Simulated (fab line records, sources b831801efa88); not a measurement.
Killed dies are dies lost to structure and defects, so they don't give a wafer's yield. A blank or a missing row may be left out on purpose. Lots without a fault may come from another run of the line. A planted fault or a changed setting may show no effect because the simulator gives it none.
Which tool did it? | flow gf180mcu | 12 lots, 36 wafers sampled, at 5 steps of a route of 602

WHAT THE GAUGES READ, wafer by wafer
GF_M1_OVL_MEAS_15.
lot  | measured     | on         | M1_OVL (nm)
L112 | day 18 11:08 | overlay-01 | -2 -4 -5
L113 | day 18 12:05 | overlay-02 | 3 -4 1
L114 | day 19 05:47 | overlay-02 | -2 2 -7
L115 | day 19 07:19 | overlay-02 | 4 -4 9
L117 | day 20 07:51 | overlay-02 | -8 -11 6
L118 | day 20 10:10 | overlay-02 | 0 -5 0
L119 | day 20 13:39 | overlay-02 | -1 -9 -2
L120 | day 20 22:51 | overlay-02 | -5 -2 0
L121 | day 21 08:26 | overlay-01 | -12 -6 -6
L126 | day 23 00:41 | overlay-01 | 0 4 5
L130 | day 23 22:35 | overlay-02 | 7 -2 8
L133 | day 25 06:30 | overlay-02 | -7 -6 -4

GF_V1_THK_MEAS_01.
lot  | measured     | on            | V1_CVD_00_THK (nm)
L112 | day 18 11:55 | film_metro-02 | 601 603 597
L113 | day 18 12:50 | film_metro-03 | 609 615 609
L114 | day 19 06:40 | film_metro-02 | 602 596 614
L115 | day 19 08:10 | film_metro-02 | 600 601 598
L117 | day 20 08:38 | film_metro-03 | 596 590 602
L118 | day 20 10:59 | film_metro-02 | 598 594 597
L119 | day 20 14:25 | film_metro-02 | 593 600 598
L120 | day 20 23:43 | film_metro-02 | 592 597 596
L121 | day 21 09:13 | film_metro-02 | 600 601 600
L126 | day 23 01:29 | film_metro-02 | 600 619 597
L130 | day 23 23:27 | film_metro-03 | 609 611 611
L133 | day 25 07:19 | film_metro-04 | 592 601 599

GF_V1_RS_MEAS_24: measures by four-point-probe.
lot  | measured     | on            | V1_W_RS (ohm/sq)
L112 | day 19 13:34 | film_metro-02 | 0.331 0.335 0.334
L113 | day 19 14:17 | film_metro-04 | 0.327 0.328 0.328
L114 | day 20 08:47 | film_metro-02 | 0.323 0.326 0.330
L115 | day 20 10:05 | film_metro-03 | 0.329 0.334 0.330
L117 | day 21 09:58 | film_metro-02 | 0.331 0.330 0.325
L118 | day 21 12:31 | film_metro-03 | 0.330 0.329 0.333
L119 | day 21 15:41 | film_metro-02 | 0.331 0.329 0.426
L120 | day 22 00:42 | film_metro-04 | 0.430 0.332 0.335
L121 | day 22 10:04 | film_metro-03 | 0.329 0.326 0.431
L126 | day 24 01:11 | film_metro-02 | 0.322 0.326 0.326
L130 | day 24 22:02 | film_metro-02 | 0.328 0.324 0.330
L133 | day 26 05:23 | film_metro-03 | 0.324 0.323 0.328

GF_V1_THK_MEAS_25: measures by xrf.
lot  | measured     | on            | V1_W_THK (nm)
L112 | day 19 13:41 | film_metro-02 | 362 359 361
L113 | day 19 14:25 | film_metro-04 | 348 350 351
L114 | day 20 08:54 | film_metro-02 | 374 371 366
L115 | day 20 10:11 | film_metro-03 | 361 356 362
L117 | day 21 10:05 | film_metro-02 | 356 357 364
L118 | day 21 12:37 | film_metro-03 | 363 363 358
L119 | day 21 15:49 | film_metro-02 | 357 360 296
L120 | day 22 00:49 | film_metro-04 | 289 350 346
L121 | day 22 10:11 | film_metro-03 | 365 369 297
L126 | day 24 01:17 | film_metro-02 | 371 365 365
L130 | day 24 22:08 | film_metro-02 | 365 369 363
L133 | day 26 05:31 | film_metro-03 | 371 372 367

WHICH TOOL RAN EACH LOT (tool, then ch and the chambers of the sampled wafers, then the start)
lot  | GF_V1_CVD_23
L112 | cvd_w-02 ch 0,1, day 19 13:28
L113 | cvd_w-02 ch 0,1, day 19 14:11
L114 | cvd_w-02 ch 0,1, day 20 08:40
L115 | cvd_w-02 ch 0, day 20 09:57
L117 | cvd_w-01 ch 0,1, day 21 09:52
L118 | cvd_w-01 ch 0,1, day 21 12:24
L119 | cvd_w-01 ch 0,1, day 21 15:35
L120 | cvd_w-01 ch 0,1, day 22 00:35
L121 | cvd_w-01 ch 0,1, day 22 09:56
L126 | cvd_w-02 ch 0,1, day 24 01:04
L130 | cvd_w-02 ch 0,1, day 24 21:54
L133 | cvd_w-02 ch 0,1, day 26 05:17
- GF_V1_CVD_23: deposits W, target thk 350 nm, time 105.05 s.

WHAT THE TOOLS THEMSELVES READ (means of the sampled wafers that have a number; where no wafer has one, the mark that the record gives instead)
GF_V1_CVD_23.
lot  | tool     | heater_power_w (W) | susceptor_temp_C (C)
L112 | cvd_w-02 | 914                | 400.09
L113 | cvd_w-02 | 874                | 399.90
L114 | cvd_w-02 | 875                | 399.95
L115 | cvd_w-02 | 846                | 400.08
L117 | cvd_w-01 | 876                | 400.07
L118 | cvd_w-01 | 892                | 399.96
L119 | cvd_w-01 | 881                | 399.97
L120 | cvd_w-01 | 883                | 400.16
L121 | cvd_w-01 | 890                | 400.05
L126 | cvd_w-02 | 873                | 400.01
L130 | cvd_w-02 | 886                | 399.95
L133 | cvd_w-02 | 898                | 399.96

THE ANSWER, worked out from the rows above alone
Rule: what is usual is taken from the lots themselves. Put in order of their means at a reading, lots are off if they are a third of the lots or fewer, leave a main group of 4 or more, and stand apart from it by a gap of 3 or more times the standard deviation of the main group's means; of several such gaps the widest counts. A main group whose means are all the same, to the digits that the tables above print for the reading, isn't used. A lot without any number at a reading at which 4 lots or more have one is off too. The other lots that the step has rows for count as sound. The gauges are gone through in route order, then the tools' own readings, and for those a lot's mean is taken as printed above. The first step at which some lot is off is used, and at that step the reading that is off furthest; a lot without a number counts as furthest.
Off: L119, L120, L121, at GF_V1_RS_MEAS_24 (V1_W_RS). The main group: mean 0.328 ohm/sq, standard deviation 0.0027.
A tool fits if, at a process step before that reading, it ran every lot that is off, and no sound lot after the first of them. The gauges at GF_V1_RS_MEAS_24 are tried like those tools. One fits: cvd_w-01 at GF_V1_CVD_23. Its last sound lot is L118 (day 21 12:24), its first lot that is off L119 (day 21 15:35): a fault that began between those two fits.

WHAT THE SIMULATOR HAD PUT IN
Site profile drift: cvd_w-01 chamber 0, from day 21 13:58 on, at GF_V1_CVD_23. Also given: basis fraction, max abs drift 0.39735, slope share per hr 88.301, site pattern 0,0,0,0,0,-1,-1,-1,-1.
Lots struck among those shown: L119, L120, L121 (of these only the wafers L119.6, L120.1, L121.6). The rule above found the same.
